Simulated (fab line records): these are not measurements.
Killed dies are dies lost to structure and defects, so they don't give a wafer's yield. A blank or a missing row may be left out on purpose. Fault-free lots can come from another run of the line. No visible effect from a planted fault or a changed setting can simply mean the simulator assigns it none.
A struck lot beside a sound one    flow sky130    15 out of 708 route steps
Sound: these wafers, L119.3, L119.4, L119.6. Wafers L121.3, L121.4, L121.6 were the ones struck. The cause comes at the end.
At each step with rows: each side's tool, then ch and its chambers, then its first start. Under that, the readings that differ: sound wafers    struck wafers    difference of the means    sigmas: that difference in standard deviations of wafers without a fault.
alike: same words and numbers on both sides, and readings whose means sit less than 2 such deviations apart. not compared: any withheld reading, any reading some wafer has no value for, any bound like >300 that may hide the same value, and any number with overlapping values for which the record gives no deviation.
The two part at a step that has a row with sigmas, a row that says differs or no value, or rows on one side only. When numbers do not overlap yet have no deviation, they are printed without sigmas and do not part them. Lack of a reading on every wafer of one side parts them only where that side has two or more wafers.

first, 5 steps without rows for these wafers: SKY_LDD_HVP_COAT_02 (resist thk 300 nm); SKY_LDD_HVP_SOFTBAKE_03 (time 60 s); SKY_LDD_HVP_EXPOSE_04 (exposes mask HVPTM, target cd 700 nm); SKY_LDD_HVP_PEB_05; SKY_LDD_HVP_DEVELOP_06 (develop time 60 s).
SKY_LDD_HVP_OVL_MEAS_07:
  sound on overlay-02, day 24 20:37; struck on overlay-01, day 25 02:14
  alike: LDD_HVP_OVL
next, for these wafers, 1 step has no rows: SKY_LDD_HVP_IMPLANT_08.
SKY_LDD_HVP_STRIP_09: strips in O2/N2.
  sound on plasmaAsher-01 ch 0,1, day 24 20:49; struck on plasmaAsher-04 ch 0,1, day 25 02:27
reading                   sound           struck          difference  sigmas
drypumpMotorCurrentA (A)  6.36 6.18 6.14  5.42 5.58 5.40  -0.76       -3
  alike: chamberPressureMTorr, n2FlowSccm, oesProductAu, stripTimeToEndpointS
  not compared: rfHoursCounterH
SKY_LDD_HVP_TW_MEAS_10:
  sound on filmMetro-04, day 24 20:54; struck on filmMetro-04, day 25 02:32
  alike: LDD_HVP_TW
then, 3 steps without rows for these wafers: SKY_LDD_LDN_DEHYDRATE_00 (time 60 s); SKY_LDD_LDN_HMDS_01 (prime time 60 s); SKY_LDD_LDN_COAT_02 (resist thk 1140 nm).
SKY_LDD_LDN_SOFTBAKE_03: time 60 s.
  sound on lithoTrack-01 ch 0, day 25 11:20; struck on lithoTrack-03 ch 0, day 25 17:02
reading                sound              struck             difference  sigmas
heaterPowerTotalW (W)  56.50 56.58 56.69  56.08 56.09 56.11  -0.50       -12
plateTempC (C)         89.84 89.97 89.91  89.50 89.36 89.57  -0.43       -3
then, 1 step without rows for these wafers: SKY_LDD_LDN_EXPOSE_04 (exposes mask LDNTM, target cd 700 nm).
-- a jump in the record: the struck wafers' starts before and after are 22 days apart (it breaks off in module LDD_LDN and resumes in module PAD_OPEN, where the first step shown is number 708 of the route) --
SKY_PAD_OPEN_PROBE_99:
  record: rows for the struck wafers here (prober-02, day 48 03:34), none for the sound ones

WHERE THEY PART
At SKY_LDD_HVP_STRIP_09 first; at SKY_PAD_OPEN_PROBE_99 last (within this record only).

WHY: what the simulator had put in
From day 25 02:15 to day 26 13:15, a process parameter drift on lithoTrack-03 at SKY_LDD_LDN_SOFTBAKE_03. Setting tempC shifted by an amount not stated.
